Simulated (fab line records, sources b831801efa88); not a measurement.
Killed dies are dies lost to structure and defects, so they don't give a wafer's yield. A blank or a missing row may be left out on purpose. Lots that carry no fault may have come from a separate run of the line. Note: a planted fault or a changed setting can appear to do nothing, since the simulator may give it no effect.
Which tool did it? ; flow sky130 ; 10 lots, 30 wafers sampled, at 1 step of a route of 708

WHAT THE GAUGES READ, wafer by wafer
SKY_METAL4_CD_MEAS_13: target cd 300 nm.
lot;measured;on;cd-nm (nm)
L958;day 43 00:24;cd-sem-01;297.0 297.8 298.1
L959;day 43 03:19;cd-sem-02;299.8 299.1 300.6
L961;day 43 13:32;cd-sem-01;296.9 297.2 296.0
L962;day 44 04:19;cd-sem-02;301.5 301.8 300.4
L963;day 44 07:49;cd-sem-02;297.9 297.3 297.6
L966;day 44 22:17;cd-sem-02;301.0 300.6 301.7
L967;day 45 05:17;cd-sem-02;297.4 299.8 300.5
L972;day 46 20:14;cd-sem-01;301.6 300.7 300.1
L978;day 48 05:11;cd-sem-01;300.7 300.9 300.6
L976;day 48 08:39;cd-sem-01;301.6 301.1 300.4

WHAT TOOL EACH LOT RAN ON (gives the tool, then ch and the chambers of the sampled wafers, and finally the start)
No process step before these readings appears in the record.

THE ANSWER, worked out from the rows above alone
Rule: the usual values come from the lots themselves. Put in order of their means at a reading, lots are off if they are a third of the lots or fewer, leave a main group of 4 or more, and stand apart from it by a gap of 3 or more times the standard deviation of the main group's means; of several such gaps the widest counts. If all means in a main group match to the digits the tables above print for the reading, that group is not used. A lot without any number at a reading at which 4 lots or more have one is off too. Where the step has rows for the other lots, those lots are counted as sound.
None of the lots is off at any reading shown; this tells nothing.

WHAT THE SIMULATOR HAD INSERTED
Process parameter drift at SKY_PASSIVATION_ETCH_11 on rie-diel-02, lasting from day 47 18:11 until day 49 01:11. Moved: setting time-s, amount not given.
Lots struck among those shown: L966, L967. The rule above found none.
